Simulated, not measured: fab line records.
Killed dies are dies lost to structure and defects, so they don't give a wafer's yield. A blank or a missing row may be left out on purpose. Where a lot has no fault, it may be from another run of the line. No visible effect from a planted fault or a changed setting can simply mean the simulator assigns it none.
Comparing a struck lot with a sound one ; flow sky130 ; 15 out of 708 route steps
Sound: these wafers, L299.4, L299.5, L299.6. Struck: wafers L307.3, L307.5. (L307.2 of the same lot was not struck and is left out.) The cause comes at the end.
Order at every step that has rows: each side's tool, ch and its chambers, its first start. Under that, the readings that differ: sound wafers ; struck wafers ; difference of the means ; sigmas: that difference in standard deviations of wafers without a fault.
alike: words and numbers the same on both sides, and readings whose means are apart by under 2 such deviations; not compared: readings that were withheld, readings missing a value for some wafer, numbers with overlapping values and no deviation given by the record, and bounds like >300 which may hide the same value.
A row with sigmas, a row that says differs or no value, or rows on one side alone: a step with any of these is where the two part. Numbers that don't overlap but have no deviation are shown without sigmas and don't part them. A reading missing from all wafers of one side parts the sides only when that side holds two or more wafers.

first, 8 steps without rows for these wafers: SKY_FIELD_ISO_DEHYDRATE_05 (time 60 s); SKY_FIELD_ISO_HMDS_06 (prime time 60 s); SKY_FIELD_ISO_COAT_07 (resist thk 60 nm); SKY_FIELD_ISO_COAT_08 (resist thk 450 nm); SKY_FIELD_ISO_SOFTBAKE_09 (time 90 s); SKY_FIELD_ISO_EXPOSE_10 (exposes mask FOM, target cd 150 nm); SKY_FIELD_ISO_PEB_11; SKY_FIELD_ISO_DEVELOP_12 (develop time 60 s).
SKY_FIELD_ISO_CD_MEAS_13 targets a cd of 150 nm.
  sound: cd sem-01 at day 2 16:11; struck: cd sem-01 at day 4 08:34
  alike: cd nm
SKY_FIELD_ISO_ETCH_14: etches BARC in N2/H2, stops on SiO2, time 45.9 s, target depth 60 nm.
  sound on rie diel-01 ch 0,1,3, day 2 16:14; struck on rie diel-03 ch 1,3, day 4 08:40
  alike: drypump motor current A, oes product au, run length s, throttle valve pct
  not compared: rf hours counter h
SKY_FIELD_ISO_ETCH_15: etches the open film in CHF3/O2, stops on Si, target depth 180 nm, time 72 s.
  sound on rie diel-01 ch 0,1,3, day 2 16:17; struck on rie diel-03 ch 1,3, day 4 08:43
  alike: chf3 flow sccm, drypump motor current A, oes product au, run length s, throttle valve pct
  not compared: rf hours counter h
SKY_FIELD_ISO_STRIP_16: strips in O2/N2.
  sound on plasma asher-01 ch 0,1, day 2 16:22; struck on plasma asher-04 ch 0,1, day 4 08:46
  alike: drypump motor current A, oes product au, strip time to endpoint s
  not compared: rf hours counter h
SKY_FIELD_ISO_ETCH_17: etches Si in HBr/Cl2/O2, target depth 342 nm, time 97.7 s.
  sound on rie si-02 ch 0,2,3, day 2 16:28; struck on rie si-02 ch 0, day 4 08:52
reading;sound;struck;difference;sigmas
run length s (s);126.4 125.4 125.5;116.7 116.6;-9.1;-23
model.FIELD_ISO.feature depth nm (nm);340 347.4 342.9;312.1 310.9;-31.9;
model.etch.depth nm (nm);340 347.4 342.9;312.1 310.9;-31.9;
  alike: drypump motor current A, oes product au, throttle valve pct
  not compared: rf hours counter h
then, 1 step without rows for these wafers: SKY_FIELD_ISO_WET_ETCH_18 (etches Si3N4 in H3PO4, target depth 25 nm, time 286 s).
-- the record jumps here: 44 days lie between the struck wafers' starts before and after (it left off in module FIELD_ISO and takes up again in module PAD_OPEN, whose first step shown is number 708 of the route) --
SKY_PAD_OPEN_PROBE_99:
  sound: prober-02 at day 46 17:10; struck: prober-02 at day 48 08:52
reading;sound;struck;difference;sigmas
killed at other;0 0 0;1 1;+1;+2
model.etest.res_p_drift_20v.line ohm um;1.071e+04 1.127e+04 1.089e+04;1.028e+04 1.042e+04;-6.067e+02;
model.etest.res_p_drift_20v.rs ohm sq;9012 9452 9257;8722 8788;-485;
model.etest.pfet_16v.r on ohm um;1.496e+04 1.55e+04 1.517e+04;1.407e+04 1.422e+04;-1.065e+03;
model.etest.res iso pwell.rs ohm sq;2926 3148 3042;2536 2579;-481;
model.etest.res iso pwell.line ohm um;1120 1189 1146;977.3 985.8;-170.1;
model.etest.res nwell.line ohm um;1100 1119 1116;1031 1043;-75;
model.etest.res nwell.rs ohm sq;915.8 945.1 923.6;873.8 875.2;-53.7;
model.etest.pfet_16v.drive ua um;247.8 241.7 245.5;259.3 256.6;+13.0;
  alike: killed_at_M0_to_M3, killed_at_M4_up, killed at contacts, killed at front end, killed dies, killed open, killed short

== WHERE THEY PART ==
First at SKY_FIELD_ISO_ETCH_17; last, within this record, at SKY_PAD_OPEN_PROBE_99.

WHY: what the simulator had put in
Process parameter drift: rie si-02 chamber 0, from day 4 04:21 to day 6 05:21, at SKY_FIELD_ISO_ETCH_17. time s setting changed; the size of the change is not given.
